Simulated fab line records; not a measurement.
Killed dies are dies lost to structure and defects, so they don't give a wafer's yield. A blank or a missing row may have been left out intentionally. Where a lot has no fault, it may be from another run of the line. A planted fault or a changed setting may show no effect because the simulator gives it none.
Chamber matching | flow gf180mcu | 4 sister chambers for GF_V1_ETCH_16 on rie-diel-03
The step etches BARC in N2/H2. 4 wafers are shown with their chamber, then 8 later ones without.

## EACH WAFER AND ITS CHAMBER
wafer  | chamber | drypump-motor-current-A (A)
L085.1 | 0       | 6.5
L088.5 | 3       | 5.8
L088.6 | 2       | 5.5
L090.2 | 1       | 5.3

## WAFERS WITHOUT THEIR CHAMBER
wafer  | drypump-motor-current-A (A)
L090.3 | 5.5
L090.6 | 5.3
L091.3 | 6.5
L091.5 | 5.9
L091.6 | 5.6
L096.2 | 5.5
L096.4 | 5.2
L096.5 | 5.5

## THE CHAMBER EACH PASSED THROUGH
wafer  | from the rows above     | in truth
L090.3 | 2                       | 2
L090.6 | 1                       | 1
L091.3 | 0                       | 0
L091.5 | 3                       | 3
L091.6 | can't be placed: 2 or 3 | 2
L096.2 | 2                       | 2
L096.4 | 1                       | 1
L096.5 | 2                       | 2
Correctly placed: 7 of 8. Cannot be placed on the basis of these rows: 1; the candidates contain the true chamber in 1. Wrongly placed: 0.
How it was worked out, from the rows above alone: a wafer's distance from a chamber is the root of the sum, over the readings, of the square of ((its reading less the chamber's mean) divided by the reading's scatter). The wafer belongs to the nearest chamber; if the next one is less than 2 further off, it can't be placed. Each chamber's mean is taken over the wafers shown for it. The scatter: root of mean squared gap, hidden wafer to nearest shown wafer, with one shown wafer a chamber.
